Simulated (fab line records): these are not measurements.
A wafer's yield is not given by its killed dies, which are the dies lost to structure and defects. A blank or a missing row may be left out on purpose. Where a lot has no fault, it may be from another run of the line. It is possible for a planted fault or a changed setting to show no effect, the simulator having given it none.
The tool behind it: which one?    flow sky130    36 wafers from 12 lots sampled at 5 of the route's 708 steps

WHAT EACH GAUGE READ, for each wafer
SKY_FIELD_ISO_THK_MEAS_23. Usual: FIELD_ISO_OXIDATION_01_THK gives 10.00 nm (standard deviation 0.19).
lot   measured     on             FIELD_ISO_OXIDATION_01_THK (nm)  flag
L426  day 3 07:13  film-metro-04  10.13 9.93 9.99                  
L427  day 3 07:13  film-metro-03  9.69 9.84 9.77                   
L428  day 3 17:03  film-metro-04  9.77 9.82 9.73                   
L435  day 5 00:33  film-metro-04  10.04 10.08 9.97                 
L436  day 5 07:07  film-metro-02  9.95 10.04 10.09                 
L437  day 5 08:17  film-metro-04  10.21 10.22 10.20                
L438  day 5 14:07  film-metro-02  10.07 10.15 10.17                
L439  day 5 18:03  film-metro-03  10.05 9.93 10.04                 
L440  day 5 22:47  film-metro-02  9.86 9.95 9.89                   
L441  day 6 03:45  film-metro-02  10.34 10.23 10.10                
L442  day 6 10:10  film-metro-02  10.12 10.30 10.18                
L446  day 7 10:49  film-metro-03  10.26 10.17 10.38                

SKY_VT_ADJUST_NCORE_TW_MEAS_11. Usual: VT_ADJUST_NCORE_TW gives 217.7 (standard deviation 2).
lot   measured      on             VT_ADJUST_NCORE_TW                   flag
L426  day 9 23:49   film-metro-03  219.3 219.0 219.0                    
L427  day 10 00:11  film-metro-03  219.7 219.2 219.1                    
L428  day 10 13:14  film-metro-02  216.3 216.3 217.0                    
L435  day 12 05:29  film-metro-02  214.7 215.6 215.3                    
L436  day 12 16:46  film-metro-03  218.6 219.4 218.7                    
L437  day 12 18:50  film-metro-02  216.9 214.4 215.5                    
L438  day 13 03:16  film-metro-02  214.5 215.3 215.9                    
L439  day 13 06:29  film-metro-04  230.6 230.4 229.9 230.9 230.4 229.9  OFF
L440  day 13 12:37  film-metro-02  216.4 216.2 214.9                    
L441  day 13 19:41  film-metro-04  230.3 230.7 229.2 231.6 231.2 230.0  OFF
L442  day 14 07:35  film-metro-02  217.0 216.7 217.5                    
L446  day 15 16:45  film-metro-03  219.7 220.4 220.8                    

SKY_SONOS_ONO_THK_MEAS_01. Usual: SONOS_ONO_OXIDATION_THK gives 2.60 nm (standard deviation 0.055).
lot   measured      on             SONOS_ONO_OXIDATION_THK (nm)  flag
L426  day 13 00:44  film-metro-02  2.66 2.60 2.58                
L427  day 13 02:01  film-metro-02  2.56 2.60 2.62                
L428  day 13 15:40  film-metro-03  2.65 2.62 2.57                
L435  day 15 13:28  film-metro-04  2.61 2.58 2.57                
L436  day 16 02:37  film-metro-04  2.59 2.55 2.57                
L437  day 16 05:33  film-metro-02  2.66 2.70 2.73                
L438  day 16 15:17  film-metro-04  2.69 2.67 2.69                
L439  day 16 18:10  film-metro-02  2.67 2.69 2.58                
L440  day 17 02:11  film-metro-02  2.59 2.57 2.58                
L441  day 17 10:25  film-metro-04  2.67 2.67 2.68                
L442  day 17 22:14  film-metro-03  2.56 2.52 2.54                
L446  day 19 09:07  film-metro-04  2.50 2.59 2.56                

WHICH TOOL RAN EACH LOT (tool, then ch and the chambers of the sampled wafers, then the start)
lot   SKY_VT_ADJUST_NCORE_IMPLANT_09   SKY_VT_ADJUST_PCH_STRIP_09
L426  implanter-03 ch 0, day 9 23:33   plasma-asher-01 ch 0,1, day 11 23:09
L427  implanter-04 ch 0, day 9 23:57   plasma-asher-02 ch 0,1, day 11 23:26
L428  implanter-01 ch 0, day 10 13:01  plasma-asher-03 ch 0,1, day 12 12:21
L435  implanter-03 ch 0, day 12 05:16  plasma-asher-03 ch 0,1, day 14 08:57
L436  implanter-01 ch 0, day 12 16:32  plasma-asher-03 ch 0,1, day 14 19:29
L437  implanter-01 ch 0, day 12 18:35  plasma-asher-01 ch 0,1, day 14 22:53
L438  implanter-01 ch 0, day 13 03:01  plasma-asher-01 ch 0,1, day 15 09:03
L439  implanter-01 ch 0, day 13 06:15  plasma-asher-03 ch 0,1, day 15 11:59
L440  implanter-03 ch 0, day 13 12:22  plasma-asher-02 ch 0,1, day 15 18:41
L441  implanter-01 ch 0, day 13 19:26  plasma-asher-01 ch 0,1, day 16 01:52
L442  implanter-04 ch 0, day 14 07:21  plasma-asher-02 ch 0,1, day 16 14:43
L446  implanter-04 ch 0, day 15 16:30  plasma-asher-01 ch 0,1, day 18 01:20
- SKY_VT_ADJUST_NCORE_IMPLANT_09
- SKY_VT_ADJUST_PCH_STRIP_09: strips in O2/N2.

WHAT THE TOOLS THEMSELVES READ (means of the sampled wafers that have a number; where no wafer has one, the mark that the record gives instead)
SKY_VT_ADJUST_NCORE_IMPLANT_09. Usual: beam-energy-keV 10.000, standard deviation 0.0028; beam-on-s 10.01 s, standard deviation 0.2; end-station-pressure-torr 4.99e-06 Torr, standard deviation 2.6e-07; faraday-current-uA 13.52, standard deviation 0.27.
lot   tool          beam-energy-keV  beam-on-s (s)  end-station-pressure-torr (Torr)  faraday-current-uA  flag
L426  implanter-03  9.998            10.04          4.87e-06                          13.49               
L427  implanter-04  10.001           10.04          4.87e-06                          13.48               
L428  implanter-01  10.000           10.09          5.21e-06                          13.45               
L435  implanter-03  10.000           10.12          4.97e-06                          13.38               
L436  implanter-01  10.003           10.12          4.74e-06                          13.42               
L437  implanter-01  10.003           10.00          4.90e-06                          13.56               
L438  implanter-01  9.998            10.16          4.98e-06                          13.34               
L439  implanter-01  9.998            12.19          9.08e-05                          11.11               OFF
L440  implanter-03  10.004           9.83           4.94e-06                          13.77               
L441  implanter-01  10.001           11.72          9.09e-05                          11.59               OFF
L442  implanter-04  10.000           10.06          4.91e-06                          13.46               
L446  implanter-04  9.998            10.05          4.70e-06                          13.46               

SKY_VT_ADJUST_PCH_STRIP_09. Usual: drypump-motor-current-A 5.8 A, standard deviation 0.33; oes-product-au 0.722 a.u., standard deviation 0.0044; strip-time-to-endpoint-s 36.92 s, standard deviation 0.1.
lot   tool             drypump-motor-current-A (A)  oes-product-au (a.u.)  strip-time-to-endpoint-s (s)  flag
L426  plasma-asher-01  5.7                          0.723                  36.91                         
L427  plasma-asher-02  5.6                          0.725                  36.84                         
L428  plasma-asher-03  5.9                          0.718                  36.88                         
L435  plasma-asher-03  5.8                          0.723                  36.97                         
L436  plasma-asher-03  5.8                          0.724                  37.01                         
L437  plasma-asher-01  5.7                          0.718                  36.96                         
L438  plasma-asher-01  5.8                          0.726                  36.93                         
L439  plasma-asher-03  5.9                          0.721                  36.89                         
L440  plasma-asher-02  5.6                          0.721                  36.94                         
L441  plasma-asher-01  5.8                          0.724                  36.88                         
L442  plasma-asher-02  6.0                          0.718                  36.86                         
L446  plasma-asher-01  5.7                          0.721                  36.81                         

THE ANSWER, worked out from the rows above alone
Rule: a lot is off if the mean of its wafers that have a number lies more than 3 standard deviations from the usual mean. A lot without any number at a reading at which 4 lots or more have one is off too. Any other lot the step has rows for is counted as sound. After the gauges, taken in route order, come the tools' own readings; for these a lot's mean is taken, as printed above. The first step at which some lot is off is used, and at that step the reading that is off furthest; a lot without a number counts as furthest.
Off: L439, L441, at SKY_VT_ADJUST_NCORE_TW_MEAS_11 (VT_ADJUST_NCORE_TW).
A tool fits if, at a process step before that reading, it ran every lot that is off, and no sound lot after the first of them. Not tried: the gauges at SKY_VT_ADJUST_NCORE_TW_MEAS_11; whatever is off there is also off at SKY_VT_ADJUST_NCORE_IMPLANT_09, on other tools, and gauge error can't account for it. One fits: implanter-01 at SKY_VT_ADJUST_NCORE_IMPLANT_09. A fault onset in the window from L438 (day 13 03:01, its last sound lot) to L439 (day 13 06:15, its first lot off) fits.
The tool's own readings at SKY_VT_ADJUST_NCORE_IMPLANT_09 bear it out: on the lots that are off they differ by more than 5 times the standard deviation of the sound lots' means. beam-on-s reads 11.96 s there against 10.05 s on the sound lots; end-station-pressure-torr reads 9.08e-05 Torr there against 4.91e-06 Torr on the sound lots; faraday-current-uA reads 11.35 there against 13.48 on the sound lots.

WHAT WAS PUT IN BY THE SIMULATOR
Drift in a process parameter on implanter-01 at SKY_VT_ADJUST_NCORE_IMPLANT_09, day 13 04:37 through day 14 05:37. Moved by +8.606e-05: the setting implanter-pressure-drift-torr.
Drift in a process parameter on implanter-01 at SKY_VT_ADJUST_NCORE_IMPLANT_09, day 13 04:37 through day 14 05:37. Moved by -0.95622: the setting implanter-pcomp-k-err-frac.
Shown lots that were struck: L439, L441. The rule given above showed the same thing.
